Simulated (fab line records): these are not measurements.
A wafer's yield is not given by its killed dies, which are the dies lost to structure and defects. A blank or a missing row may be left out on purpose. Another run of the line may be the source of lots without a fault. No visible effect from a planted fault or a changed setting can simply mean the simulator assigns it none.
fab line records	flow sky130
record lots=11	wafers=33	last-day=50
route steps=708 shown VIA1@473 METAL2@499 VIA2@520 PAD_OPEN@708
lots that met no fault: taken from a fault-free run of the same line
start-h: start of the lot's first displayed wafer, in hours after the record's first day	wait-h: how many hours have passed since the lot's step before this one	" the same as in the row above	L1.1+2: a row that stands for several wafers	- either no value or no given start	* or withheld: withheld	< > ~ a bound
route shown NAME@n: NAME is a module with steps in the file, n the number in the route of the first one	usual: average and standard deviation across the fault-free wafers	same: alike in all rows	chamber/n: place in a boat	sites: the reading at each site	_std_site: the standard deviation of these	_edge_site: mean of outer sites minus mean of inner sites	radius-mm: how far each site lies from the wafer's centre	mask NAME#n: copy n	behind: the most recent tool/chamber to have shaped the wafer	hold: cause of the lot's hold/its duration in hours/its outcome	device: whichever transistor did not switch (one of n, p or np)	end of line: the same wafers' tests at the end of the route	step lacking rows: just its recipe	killed: dies lost to structure and defects at the first sort, not the wafer's yield	map: a wafer's dies, x killed, . not, _ none there
set.NAME: the setting that was run; set.NAME@STEP: the one run at that earlier step	model.NAME: the simulator's own value behind a step, which no gauge read
a sample of lots followed through the steps of the route, with each step as a table and each wafer as a row
services: a tool's chamber out of use, with start hour (start-h, from the record's first day; less than 0 if before it), hours out, and reason
## steps
# step SKY_VIA1_ETCH_15
# recipe target=SiO2	chemistry=C4F8/O2/Ar	target-depth-nm=351	stop-on=TiN	mask-material=KrF-thick	source-w=1500	bias-w=1200	pressure-mtorr=40	c4f8-flow-sccm=withheld	O2_flow_sccm=6	Ar_flow_sccm=300	time-s=54
# usual chamber-pressure-mTorr=40.00/0.037	oes-product-au=0.980/0.0058
lot.wafer	tool	chamber	start-h	wait-h	chamber-pressure-mTorr	oes-product-au	rf-hours-counter-h
L356.1	rie-diel-04	1	784.90	0.0	40.07	0.987	4
L356.5	"	1	"	"	39.93	0.979	-
L356.6	"	2	"	"	40.03	0.991	-
L358.1	rie-diel-03	2	798.73	0.0	40.02	0.973	13
L358.4	"	0	"	"	39.98	0.975	5
L358.6	"	3	"	"	39.97	0.972	-
L359.2	rie-diel-01	1	814.10	0.0	39.96	0.984	1
L359.5	"	3	"	"	40.01	0.969	-
L359.6	"	0	"	"	39.99	0.975	-
L360.1	rie-diel-01	3	819.80	0.0	40.04	0.983	2
L360.2	"	2	"	"	40.02	0.991	6
L360.6	"	0	"	"	39.96	0.990	-
L362.3	rie-diel-03	1	836.66	0.0	39.98	0.984	9
L362.4	"	2	"	"	39.99	0.978	14
L362.5	"	3	"	"	40.02	0.970	-
L364.1	rie-diel-03	0	852.26	0.0	39.97	0.982	7
L364.2	"	2	"	"	40.02	0.971	15
L364.5	"	3	"	"	40.06	0.983	-
L365.2	rie-diel-01	2	855.96	0.0	40.00	0.978	7
L365.5	"	1	"	"	40.03	0.982	-
L365.6	"	2	"	"	39.96	0.984	-
L366.1	rie-diel-03	3	867.47	0.0	39.96	0.977	17
L366.2	"	0	"	"	39.97	0.973	7
L366.3	"	2	"	"	39.97	0.977	15
L376.2	rie-diel-01	2	941.40	0.0	39.99	0.982	9
L376.3	"	1	"	"	39.95	0.980	4
L376.5	"	0	"	"	40.01	0.984	-
L378.2	rie-diel-04	2	958.00	0.0	39.98	0.980	10
L378.3	"	1	"	"	39.99	0.979	9
L378.5	"	3	"	"	39.97	0.981	-
L379.2	rie-diel-03	2	961.45	0.0	40.02	0.974	18
L379.4	"	1	"	"	39.98	0.978	12
L379.5	"	1	"	"	39.95	0.975	-
# step SKY_METAL2_OVL_MEAS_16
# usual METAL2_OVL=2/5
lot.wafer	tool	chamber	start-h	wait-h	METAL2_OVL[nm]
L356.1	overlay-01	-	812.88	0.1	-2
L356.5	"	-	"	"	-1
L356.6	"	-	"	"	-3
L358.1	overlay-02	-	826.83	0.1	-1
L358.4	"	-	"	"	1
L358.6	"	-	"	"	3
L359.2	overlay-01	-	842.52	0.1	-4
L359.5	"	-	"	"	2
L359.6	"	-	"	"	-7
L360.1	overlay-02	-	847.53	0.1	-2
L360.2	"	-	"	"	-2
L360.6	"	-	"	"	-1
L362.3	overlay-02	-	864.39	0.1	5
L362.4	"	-	"	"	-1
L362.5	"	-	"	"	2
L364.1	overlay-02	-	879.43	0.1	3
L364.2	"	-	"	"	1
L364.5	"	-	"	"	-4
L365.2	overlay-02	-	883.62	0.1	-4
L365.5	"	-	"	"	-7
L365.6	"	-	"	"	-7
L366.1	overlay-02	-	895.02	0.1	4
L366.2	"	-	"	"	10
L366.3	"	-	"	"	-2
L376.2	overlay-01	-	967.47	0.1	6
L376.3	"	-	"	"	-1
L376.5	"	-	"	"	3
L378.2	overlay-02	-	982.99	0.1	3
L378.3	"	-	"	"	-1
L378.5	"	-	"	"	3
L379.2	overlay-02	-	986.72	0.1	-3
L379.4	"	-	"	"	-6
L379.5	"	-	"	"	-1
# step SKY_METAL2_METAL_ETCH_19
# recipe target-depth-a=3600	stop-on=SiO2	over-etch-frac=0.3	time-s=78	chemistry=Cl2/BCl3	resist-sidewall-deg=88	pressure-mtorr=10	icp-w=900	bias-w=48.5	Cl2_flow_sccm=60	bcl3-flow-sccm=30
# usual bcl3-flow-sccm=30.00/0.088	chamber-pressure-mTorr=10.000/0.0087	drypump-motor-current-A=5.7/0.51	oes-product-au=0.853/0.0054	throttle-valve-pct=22.264/0.0083
lot.wafer	tool	chamber	start-h	wait-h	bcl3-flow-sccm	chamber-pressure-mTorr	drypump-motor-current-A	oes-product-au	rf-hours-counter-h	throttle-valve-pct
L356.1	rie-metal-01	1	813.01	0.0	29.99	9.996	5.4	0.847	6	22.250
L356.5	"	0	"	"	30.04	9.987	5.6	0.850	-	22.262
L356.6	"	1	"	"	29.95	10.013	5.5	0.845	-	22.266
L358.1	rie-metal-02	0	826.96	0.0	30.01	9.990	5.3	0.857	9	22.280
L358.4	"	0	"	"	29.99	10.003	5.3	0.841	-	22.262
L358.6	"	0	"	"	29.97	10.000	5.3	0.837	-	22.265
L359.2	rie-metal-03	1	842.64	0.0	30.05	9.999	5.0	0.852	18	22.254
L359.5	"	0	"	"	29.88	9.998	6.2	0.849	-	22.272
L359.6	"	1	"	"	30.09	10.014	5.0	0.853	-	22.273
L360.1	rie-metal-01	0	847.66	0.0	29.88	9.988	5.7	0.848	2	22.253
L360.2	"	1	"	"	29.86	10.006	5.4	0.848	7	22.274
L360.6	"	1	"	"	29.88	10.009	5.5	0.851	-	22.266
L362.3	rie-metal-02	1	864.54	0.1	29.93	9.997	6.5	0.854	-	22.280
L362.4	"	0	"	"	30.09	9.989	5.3	0.863	-	22.273
L362.5	"	1	"	"	29.98	9.997	6.4	0.849	-	22.263
L364.1	rie-metal-02	0	879.56	0.0	30.09	10.007	5.3	0.868	11	22.256
L364.2	"	1	"	"	30.02	10.007	6.4	0.856	9	22.255
L364.5	"	0	"	"	30.02	9.996	5.3	0.853	-	22.254
L365.2	rie-metal-02	0	883.74	0.0	30.07	9.989	5.4	0.726	11	22.276
L365.5	"	1	"	"	29.92	9.989	6.4	0.854	-	22.258
L365.6	"	0	"	"	30.06	9.992	5.3	0.861	-	22.279
L366.1	rie-metal-02	1	895.15	0.0	30.01	10.006	6.5	0.854	9	22.272
L366.2	"	0	"	"	30.16	10.006	5.3	0.722	11	22.264
L366.3	"	0	"	"	30.11	10.003	5.3	0.725	-	22.256
L376.2	rie-metal-01	1	967.60	0.0	29.88	10.010	5.4	0.855	13	22.260
L376.3	"	0	"	"	29.95	9.992	5.7	0.851	-	22.253
L376.5	"	0	"	"	29.94	10.004	5.7	0.848	-	22.258
L378.2	rie-metal-03	0	983.11	0.0	30.00	9.998	6.2	0.853	21	22.262
L378.3	"	1	"	"	30.00	9.993	5.0	0.851	-	22.261
L378.5	"	1	"	"	29.94	9.983	5.1	0.847	-	22.265
L379.2	rie-metal-02	1	986.84	0.0	30.14	10.005	6.5	0.854	14	22.271
L379.4	"	0	"	"	29.97	9.993	5.3	0.859	-	22.264
L379.5	"	0	"	"	30.06	10.011	5.3	0.857	-	22.256
# step SKY_METAL2_STRIP_20
# recipe chemistry=O2/N2	power-w=1400	pressure-mtorr=1500	platen-temp-c=withheld	o2-flow-sccm=3000	n2-flow-sccm=300	overash-fraction=0.5
# usual chamber-pressure-mTorr=1500.0/1.4	drypump-motor-current-A=6.0/0.61	oes-product-au=0.342/0.0046	strip-time-to-endpoint-s=2.681/0.028
lot.wafer	tool	chamber	start-h	wait-h	chamber-pressure-mTorr	drypump-motor-current-A	oes-product-au	rf-hours-counter-h	strip-time-to-endpoint-s
L356.1	plasma-asher-03	0	813.10	0.1	1498.0	6.0	0.341	39	2.675
L356.5	"	1	"	"	1502.1	6.7	0.333	-	2.678
L356.6	"	0	"	"	1498.8	6.0	0.340	-	2.659
L358.1	plasma-asher-01	0	827.05	0.1	1501.2	6.6	0.339	68	2.640
L358.4	"	0	"	"	1497.7	6.6	0.341	-	2.681
L358.6	"	0	"	"	1498.6	6.5	0.342	-	2.662
L359.2	plasma-asher-01	0	842.73	0.1	1499.5	6.5	0.346	70	2.733
L359.5	"	0	"	"	1500.7	6.5	0.334	-	2.691
L359.6	"	1	"	"	1499.7	5.0	0.343	-	2.750
L360.1	plasma-asher-02	1	847.75	0.1	1500.8	6.2	0.347	104	2.701
L360.2	"	0	"	"	1501.7	5.9	0.343	104	2.695
L360.6	"	1	"	"	1501.3	6.2	0.338	-	2.681
L362.3	plasma-asher-03	0	864.64	0.1	1499.9	6.0	0.342	-	2.684
L362.4	"	1	"	"	1496.5	6.6	0.350	-	2.681
L362.5	"	0	"	"	1502.1	6.1	0.345	-	2.654
L364.1	plasma-asher-02	0	879.65	0.1	1498.2	5.9	0.343	106	2.673
L364.2	"	1	"	"	1498.6	6.2	0.346	106	2.709
L364.5	"	0	"	"	1498.8	5.9	0.347	-	2.716
L365.2	plasma-asher-01	1	883.83	0.1	1498.9	4.9	0.382	74	3.794
L365.5	"	1	"	"	1501.0	4.9	0.333	-	2.678
L365.6	"	0	"	"	1501.4	6.5	0.342	-	2.635
L366.1	plasma-asher-03	1	895.24	0.1	1498.6	6.6	0.344	48	2.687
L366.2	"	0	"	"	1498.7	6.1	0.395	48	3.824
L366.3	"	0	"	"	1502.1	6.0	0.393	-	3.793
L376.2	plasma-asher-01	1	967.69	0.1	1500.1	4.9	0.345	83	2.665
L376.3	"	0	"	"	1502.0	6.6	0.336	-	2.633
L376.5	"	0	"	"	1498.6	6.5	0.339	-	2.645
L378.2	plasma-asher-01	1	983.20	0.1	1501.0	5.0	0.348	84	2.709
L378.3	"	0	"	"	1501.3	6.6	0.340	-	2.657
L378.5	"	1	"	"	1501.9	5.0	0.347	-	2.670
L379.2	plasma-asher-01	0	986.93	0.1	1496.2	6.6	0.343	84	2.687
L379.4	"	0	"	"	1499.4	6.6	0.340	-	2.697
L379.5	"	0	"	"	1497.6	6.5	0.355	-	2.705
# step SKY_VIA2_OVL_MEAS_13
# usual VIA2_OVL=-1/5
lot.wafer	tool	chamber	start-h	wait-h	VIA2_OVL[nm]
L356.1	overlay-01	-	840.37	0.1	-9
L356.5	"	-	"	"	0
L356.6	"	-	"	"	-13
L358.1	overlay-01	-	854.87	0.1	4
L358.4	"	-	"	"	0
L358.6	"	-	"	"	0
L359.2	overlay-02	-	868.39	0.1	-1
L359.5	"	-	"	"	-3
L359.6	"	-	"	"	-4
L360.1	overlay-02	-	874.66	0.1	-1
L360.2	"	-	"	"	3
L360.6	"	-	"	"	-1
L362.3	overlay-02	-	891.93	0.1	-6
L362.4	"	-	"	"	-1
L362.5	"	-	"	"	-1
L364.1	overlay-02	-	906.56	0.1	1
L364.2	"	-	"	"	1
L364.5	"	-	"	"	7
L365.5	overlay-02	-	910.76	0.0	-7
L365.6	"	-	"	"	4
L366.1	overlay-02	-	921.91	0.1	-7
L376.2	overlay-01	-	992.89	0.1	-3
L376.3	"	-	"	"	-6
L376.5	"	-	"	"	3
L378.2	overlay-02	-	1007.87	0.1	-3
L378.3	"	-	"	"	-5
L378.5	"	-	"	"	-7
L379.2	overlay-02	-	1011.57	0.1	-4
L379.4	"	-	"	"	-4
L379.5	"	-	"	"	1
# step SKY_PAD_OPEN_PROBE_99
# usual defect-limited-yield=82.2/1.9	killed_at_M0_to_M3=45/7.3	killed_at_M4_up=3.1/1.7	killed-at-contacts=25/5.1	killed-at-front-end=15/4.5	killed-at-other=0.3/0.56	killed-dies=88/9.4	killed-on-rim=17/4.3	killed-open=47/6.6	killed-short=40/6.9	sort_bin_3_pad_short=0.9/0.46	sort_bin_5_function=10.5/1.5	sort_bin_6_memory=6.4/1.1	sort-n-pass=404/9.4	sort-yield-pct=82.2/1.9
# same gross-dies=492	killed-at-back-side=0	sort_bin_4_leakage[%]=0	sort_bin_8_speed[%]=0
lot.wafer	tool	chamber	start-h	wait-h	defect-limited-yield[%]	killed_at_M0_to_M3	killed_at_M4_up	killed-at-contacts	killed-at-front-end	killed-at-other	killed-dies	killed-on-rim	killed-open	killed-short	sort_bin_3_pad_short[%]	sort_bin_5_function[%]	sort_bin_6_memory[%]	sort-n-pass	sort-yield-pct[%]
L356.1	prober-02	-	1068.61	0.1	81.7	49	2	21	18	0	90	18	53	37	1.2	10.0	7.1	402	81.7
L356.5	prober-02	-	1068.81	0.2	76.8	58	4	33	18	1	114	20	58	56	0.8	12.0	10.4	378	76.8
L356.6	prober-02	-	1068.86	0.2	81.3	51	3	30	8	0	92	14	48	44	2.0	10.8	5.9	400	81.3
L358.1	prober-02	-	1080.25	0.1	80.7	52	5	28	9	1	95	15	50	44	1.2	12.6	5.5	397	80.7
L358.4	prober-02	-	1080.40	0.2	81.9	55	1	19	13	1	89	13	44	45	0.6	11.2	6.3	403	81.9
L358.6	prober-02	-	1080.50	0.2	85.2	39	1	22	11	0	73	15	43	28	1.4	8.7	4.7	419	85.2
L359.2	prober-01	-	1092.26	0.1	81.3	60	2	16	14	0	92	21	50	42	0.8	10.4	7.5	400	81.3
L359.5	prober-01	-	1092.41	0.2	82.5	37	4	25	20	0	86	29	45	38	0.6	10.4	6.5	406	82.5
L359.6	prober-01	-	1092.46	0.2	79.1	49	6	27	21	0	103	24	56	45	0.4	14.4	6.1	389	79.1
L360.1	prober-02	-	1095.02	0.1	81.9	50	1	24	14	0	89	22	49	40	0.2	10.8	7.1	403	81.9
L360.2	prober-02	-	1095.07	0.1	80.1	55	2	27	14	0	98	18	46	52	0.6	11.0	8.3	394	80.1
L360.6	prober-02	-	1095.27	0.2	80.5	55	3	26	12	0	96	13	48	48	1.6	12.2	5.7	396	80.5
L362.3	prober-02	-	1109.81	0.2	81.5	45	5	28	13	0	91	20	52	39	0.6	11.8	6.1	401	81.5
L362.4	prober-02	-	1109.86	0.2	83.7	43	6	25	6	0	80	14	46	34	0.4	9.1	6.7	412	83.7
L362.5	prober-02	-	1109.91	0.2	78.9	61	7	20	16	0	104	15	50	54	1.2	10.2	9.8	388	78.9
L364.1	prober-01	-	1120.87	0.1	79.1	53	4	26	20	0	103	24	55	48	1.4	12.2	7.3	389	79.1
L364.2	prober-01	-	1120.92	0.1	82.1	46	1	32	9	0	88	14	58	29	0.2	12.0	5.7	404	82.1
L364.5	prober-01	-	1121.07	0.2	82.3	36	5	33	13	0	87	16	50	37	0.8	10.2	6.7	405	82.3
L365.2	prober-02	-	1124.76	0.1	0	441	3	25	23	0	492	96	40	46	1.4	91.9	6.7	0	0
L365.5	prober-02	-	1124.91	0.2	82.3	47	4	25	10	1	87	17	49	37	1.4	10.4	5.9	405	82.3
L365.6	prober-02	-	1124.96	0.2	79.7	50	0	38	11	1	100	23	60	39	0.8	11.6	7.9	392	79.7
L366.1	prober-01	-	1132.55	0.1	83.1	35	5	27	16	0	83	15	41	42	1.0	10.2	5.7	409	83.1
L366.2	prober-01	-	1132.60	0.1	0	443	2	30	17	0	492	96	48	50	1.6	90.4	7.9	0	0
L366.3	prober-01	-	1132.65	0.2	0	451	3	24	14	0	492	96	50	45	0.6	91.3	8.1	0	0
L376.2	prober-01	-	1187.15	0.1	84.3	39	3	25	9	1	77	16	40	37	0.4	8.5	6.7	415	84.3
L376.3	prober-01	-	1187.20	0.2	83.5	51	0	21	8	1	81	8	47	32	1.2	8.9	6.3	411	83.5
L376.5	prober-01	-	1187.30	0.2	80.5	55	3	25	12	1	96	20	51	44	1.4	10.6	7.5	396	80.5
L378.2	prober-01	-	1196.71	0.1	79.9	51	3	21	23	1	99	17	46	51	1.4	11.4	7.3	393	79.9
L378.3	prober-01	-	1196.76	0.2	82.9	37	2	21	23	1	84	16	45	38	0	12.0	5.1	408	82.9
L378.5	prober-01	-	1196.86	0.2	81.5	55	4	18	14	0	91	18	51	40	0.4	11.6	6.5	401	81.5
L379.2	prober-02	-	1198.17	0.1	87.2	38	2	12	11	0	63	9	37	26	0.4	7.1	5.3	429	87.2
L379.4	prober-02	-	1198.27	0.2	82.9	45	6	25	8	0	84	16	49	35	0	10.2	6.9	408	82.9
L379.5	prober-02	-	1198.32	0.2	79.3	50	2	30	20	0	102	17	56	46	0.8	11.4	8.5	390	79.3
# killed by level:class
L356.1 VIA1:geometric-particle:open=12 VIA2:geometric-particle:open=9 CONTACT:geometric-particle:open=8 METAL1:geometric-particle:short=6 VIA3:geometric-particle:open=6 POLY_GATE:geometric-particle:short=5 LI_CONTACT:geometric-particle:open=5 LOCAL_INTERCONNECT:geometric-particle:short=4
L356.5 VIA1:geometric-particle:open=13 CONTACT:geometric-particle:open=11 VIA3:geometric-particle:open=10 VIA2:geometric-particle:open=8 CONTACT:geometric-particle:short=6 POLY_GATE:geometric-particle:short=6 LI_CONTACT:geometric-particle:open=6 METAL1:geometric-particle:short=5
L356.6 CONTACT:geometric-particle:open=9 VIA3:geometric-particle:open=8 LI_CONTACT:geometric-particle:open=8 VIA1:geometric-particle:open=7 METAL3:geometric-particle:short=7 CONTACT:geometric-particle:short=6 METAL1:geometric-particle:short=6 VIA1:geometric-particle:short=6
L358.1 VIA1:geometric-particle:open=9 LI_CONTACT:geometric-particle:open=8 CONTACT:geometric-particle:open=8 METAL2:geometric-particle:short=8 VIA3:geometric-particle:open=6 VIA1:geometric-particle:short=5 VIA2:geometric-particle:open=5 LOCAL_INTERCONNECT:geometric-particle:open=4
L358.4 VIA1:geometric-particle:open=16 METAL2:geometric-particle:short=7 VIA1:geometric-particle:short=6 VIA3:geometric-particle:open=6 CONTACT:geometric-particle:open=6 FIELD_ISO:geometric-particle:short=5 LOCAL_INTERCONNECT:geometric-particle:short=5 VIA2:geometric-particle:open=5
L358.6 VIA1:geometric-particle:open=15 CONTACT:geometric-particle:open=8 LOCAL_INTERCONNECT:geometric-particle:short=5 LI_CONTACT:geometric-particle:open=4 METAL2:geometric-particle:short=4 VIA2:geometric-particle:open=4 LI_CONTACT:geometric-particle:short=3 VIA1:geometric-particle:short=3
L359.2 VIA1:geometric-particle:open=10 VIA3:geometric-particle:open=10 METAL1:geometric-particle:short=9 METAL2:geometric-particle:short=7 CONTACT:geometric-particle:open=7 VIA2:geometric-particle:open=7 LI_CONTACT:geometric-particle:open=6 VIA3:geometric-particle:short=5
L359.5 VIA1:geometric-particle:open=10 CONTACT:geometric-particle:open=9 POLY_GATE:geometric-particle:short=8 FIELD_ISO:geometric-particle:open=7 LI_CONTACT:geometric-particle:open=6 VIA1:geometric-particle:short=5 METAL3:geometric-particle:short=5 LOCAL_INTERCONNECT:geometric-particle:short=4
L359.6 VIA1:geometric-particle:open=16 CONTACT:geometric-particle:open=10 VIA3:geometric-particle:open=9 VIA2:geometric-particle:open=8 LOCAL_INTERCONNECT:geometric-particle:short=7 POLY_GATE:geometric-particle:short=6 METAL1:geometric-particle:short=5 METAL4:geometric-particle:short=5
L360.1 LI_CONTACT:geometric-particle:open=14 METAL2:geometric-particle:short=11 VIA2:geometric-particle:open=8 VIA1:geometric-particle:short=8 VIA1:geometric-particle:open=7 VIA3:geometric-particle:open=6 CONTACT:geometric-particle:open=5 CONTACT:geometric-particle:short=4
L360.2 METAL2:geometric-particle:short=11 VIA3:geometric-particle:open=11 VIA1:geometric-particle:open=9 CONTACT:geometric-particle:short=6 LOCAL_INTERCONNECT:geometric-particle:short=5 CONTACT:geometric-particle:open=5 METAL1:geometric-particle:short=5 VIA3:geometric-particle:short=5
L360.6 METAL1:geometric-particle:short=11 VIA3:geometric-particle:open=10 CONTACT:geometric-particle:open=8 VIA1:geometric-particle:short=7 LI_CONTACT:geometric-particle:open=6 LI_CONTACT:geometric-particle:short=6 VIA2:geometric-particle:open=6 VIA1:geometric-particle:open=5
L362.3 LI_CONTACT:geometric-particle:open=11 VIA1:geometric-particle:open=9 CONTACT:geometric-particle:open=9 VIA3:geometric-particle:open=8 METAL1:geometric-particle:short=6 VIA2:geometric-particle:open=6 VIA2:geometric-particle:short=5 POLY_GATE:geometric-particle:short=4
L362.4 VIA1:geometric-particle:open=9 CONTACT:geometric-particle:open=8 LI_CONTACT:geometric-particle:open=6 VIA3:geometric-particle:open=6 METAL2:geometric-particle:short=6 VIA2:geometric-particle:open=6 LOCAL_INTERCONNECT:geometric-particle:short=4 CONTACT:geometric-particle:short=4
L362.5 METAL2:geometric-particle:short=14 VIA1:geometric-particle:open=11 METAL1:geometric-particle:short=9 VIA3:geometric-particle:open=9 METAL4:geometric-particle:short=6 LI_CONTACT:geometric-particle:open=6 CONTACT:geometric-particle:open=6 VIA1:geometric-particle:short=5
L364.1 VIA1:geometric-particle:open=14 CONTACT:geometric-particle:open=14 FIELD_ISO:geometric-particle:open=7 VIA1:geometric-particle:short=6 METAL3:geometric-particle:short=5 CONTACT:geometric-particle:short=5 METAL2:geometric-particle:short=5 METAL1:geometric-particle:short=5
L364.2 CONTACT:geometric-particle:open=14 VIA1:geometric-particle:open=13 VIA3:geometric-particle:open=10 LI_CONTACT:geometric-particle:open=8 VIA2:geometric-particle:open=6 VIA2:geometric-particle:short=5 FIELD_ISO:geometric-particle:short=4 METAL2:geometric-particle:short=4
L364.5 CONTACT:geometric-particle:open=13 VIA1:geometric-particle:open=8 VIA3:geometric-particle:open=6 POLY_GATE:geometric-particle:open=6 LI_CONTACT:geometric-particle:open=6 LOCAL_INTERCONNECT:geometric-particle:short=6 METAL2:geometric-particle:short=6 CONTACT:geometric-particle:short=4
L365.2 METAL2:area-etch=406 FIELD_ISO:geometric-particle:open=8 CONTACT:geometric-particle:short=7 VIA3:geometric-particle:open=7 FIELD_ISO:geometric-particle:short=5 POLY_GATE:geometric-particle:short=5 LI_CONTACT:geometric-particle:open=5 LOCAL_INTERCONNECT:geometric-particle:short=5
L365.5 CONTACT:geometric-particle:open=12 VIA1:geometric-particle:open=10 VIA1:geometric-particle:short=8 LI_CONTACT:geometric-particle:open=7 VIA3:geometric-particle:open=6 VIA2:geometric-particle:open=5 METAL3:geometric-particle:short=4 VIA3:geometric-particle:short=4
L365.6 CONTACT:geometric-particle:open=19 VIA1:geometric-particle:open=14 METAL2:geometric-particle:short=7 VIA2:geometric-particle:open=7 LI_CONTACT:geometric-particle:open=5 CONTACT:geometric-particle:short=5 METAL1:geometric-particle:short=5 POLY_GATE:geometric-particle:open=4
L366.1 CONTACT:geometric-particle:open=9 METAL1:geometric-particle:short=7 LI_CONTACT:geometric-particle:short=6 CONTACT:geometric-particle:short=5 POLY_GATE:geometric-particle:open=4 POLY_GATE:geometric-particle:short=4 SPACER:geometric-particle:open=4 VIA2:geometric-particle:open=4
L366.2 METAL2:area-etch=394 VIA1:geometric-particle:open=10 CONTACT:geometric-particle:short=9 CONTACT:geometric-particle:open=7 LI_CONTACT:geometric-particle:open=6 METAL1:geometric-particle:short=6 VIA3:geometric-particle:open=6 POLY_GATE:geometric-particle:short=5
L366.3 METAL2:area-etch=397 VIA1:geometric-particle:open=16 CONTACT:geometric-particle:open=8 METAL1:geometric-particle:short=7 LOCAL_INTERCONNECT:geometric-particle:short=6 VIA1:geometric-particle:short=6 VIA2:geometric-particle:open=6 LI_CONTACT:geometric-particle:open=5
L376.2 VIA1:geometric-particle:open=11 CONTACT:geometric-particle:open=8 LI_CONTACT:geometric-particle:open=6 METAL1:geometric-particle:short=6 METAL2:geometric-particle:short=5 FIELD_ISO:geometric-particle:open=4 CONTACT:geometric-particle:short=4 VIA2:geometric-particle:open=4
L376.3 VIA1:geometric-particle:open=9 LI_CONTACT:geometric-particle:open=9 VIA2:geometric-particle:open=8 CONTACT:geometric-particle:open=6 METAL2:geometric-particle:short=6 VIA1:geometric-particle:short=5 VIA3:geometric-particle:open=5 METAL3:geometric-particle:short=5
L376.5 VIA3:geometric-particle:open=11 CONTACT:geometric-particle:open=10 VIA2:geometric-particle:open=10 VIA1:geometric-particle:short=7 METAL1:geometric-particle:short=7 LI_CONTACT:geometric-particle:open=6 VIA1:geometric-particle:open=6 METAL2:geometric-particle:short=6
L378.2 VIA1:geometric-particle:open=11 VIA2:geometric-particle:open=8 METAL2:geometric-particle:short=8 METAL1:geometric-particle:short=7 CONTACT:geometric-particle:open=6 SPACER:geometric-particle:short=6 VIA1:geometric-particle:short=6 FIELD_ISO:geometric-particle:open=5
L378.3 POLY_GATE:geometric-particle:open=8 LI_CONTACT:geometric-particle:open=8 VIA1:geometric-particle:open=7 VIA2:geometric-particle:open=7 CONTACT:geometric-particle:open=6 POLY_GATE:geometric-particle:short=5 METAL2:geometric-particle:short=5 VIA3:geometric-particle:short=5
L378.5 VIA1:geometric-particle:open=10 VIA3:geometric-particle:open=10 METAL2:geometric-particle:short=7 CONTACT:geometric-particle:open=6 LI_CONTACT:geometric-particle:open=6 VIA2:geometric-particle:open=6 VIA2:geometric-particle:short=5 FIELD_ISO:geometric-particle:short=4
L379.2 VIA1:geometric-particle:open=12 VIA2:geometric-particle:open=8 POLY_GATE:geometric-particle:open=6 VIA1:geometric-particle:short=5 CONTACT:geometric-particle:short=4 LI_CONTACT:geometric-particle:open=3 LOCAL_INTERCONNECT:geometric-particle:short=3 METAL3:geometric-particle:short=3
L379.4 LI_CONTACT:geometric-particle:open=10 VIA2:geometric-particle:open=9 VIA1:geometric-particle:open=8 CONTACT:geometric-particle:open=6 METAL1:geometric-particle:short=6 VIA3:geometric-particle:open=5 CONTACT:geometric-particle:short=4 METAL2:geometric-particle:short=4
L379.5 VIA1:geometric-particle:open=13 CONTACT:geometric-particle:open=12 VIA2:geometric-particle:open=11 LI_CONTACT:geometric-particle:open=9 METAL2:geometric-particle:short=9 POLY_GATE:geometric-particle:short=7 CONTACT:geometric-particle:short=5 FIELD_ISO:geometric-particle:short=4
## services
tool	chamber	start-h	hours	kind
rie-diel-01	2	772.59	9.4	repair
rie-diel-01	-	773.07	4.3	pm
rie-metal-01	0	780.36	27.9	repair
plasma-asher-01	-	784.87	1.8	repair
rie-diel-04	-	823.08	2.8	pm
plasma-asher-02	-	823.26	0.6	repair
rie-diel-04	0	828.52	2.5	repair
rie-diel-04	2	835.11	3.0	repair
rie-diel-01	3	852.59	22.6	repair
rie-metal-02	-	861.35	2.8	pm
rie-metal-02	-	865.02	0.2	repair
rie-diel-03	2	868.47	3.2	repair
plasma-asher-02	-	872.13	4.0	repair
rie-diel-04	1	875.24	8.5	repair
rie-metal-03	-	878.92	0.6	repair
rie-diel-01	1	882.89	10.8	repair
rie-diel-03	-	895.36	1.1	repair
rie-diel-04	0	919.99	4.1	repair
rie-metal-03	1	923.81	2.9	repair
rie-metal-01	-	946.37	10.0	pm
rie-diel-01	1	956.09	9.2	repair
rie-diel-03	0	970.00	10.6	repair
rie-metal-01	-	970.27	15.6	pm
rie-diel-03	0	985.08	1.8	repair
## key
first-sign step=SKY_METAL2_METAL_ETCH_19	reading=oes-product-au	direction=down	sigmas=24	usual=0.853	struck=0.725
effect step=SKY_METAL2_STRIP_20	reading=strip-time-to-endpoint-s	direction=up	sigmas=41	usual=*	struck=*
effect step=SKY_PAD_OPEN_PROBE_99	reading=killed_at_M0_to_M3	direction=up	sigmas=55	usual=45	struck=445
more-kills-born-at SKY_METAL2_METAL_ETCH_19@rie-metal-02=1197
met-at SKY_METAL2_METAL_ETCH_19
struck-lots L365,L366
struck-wafers L365.2,L366.2,L366.3
later-rows-left-out L365.2,L366.2,L366.3
not-acting-at SKY_VIA1_ETCH_15,SKY_METAL2_OVL_MEAS_16,SKY_VIA2_OVL_MEAS_13
onset-between 879.56 883.74
fault kind=process-parameter-drift	tool=rie-metal-02	chamber=-	onset-h=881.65	steps=SKY_METAL2_METAL_ETCH_19	channel=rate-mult	offset=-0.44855	shape=step	end-h=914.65	scope=struck-wafers-only
# later-rows-left-out: the simulator's readings of these wafers behind a module that went badly wrong aren't trusted and aren't shown, but for the sort
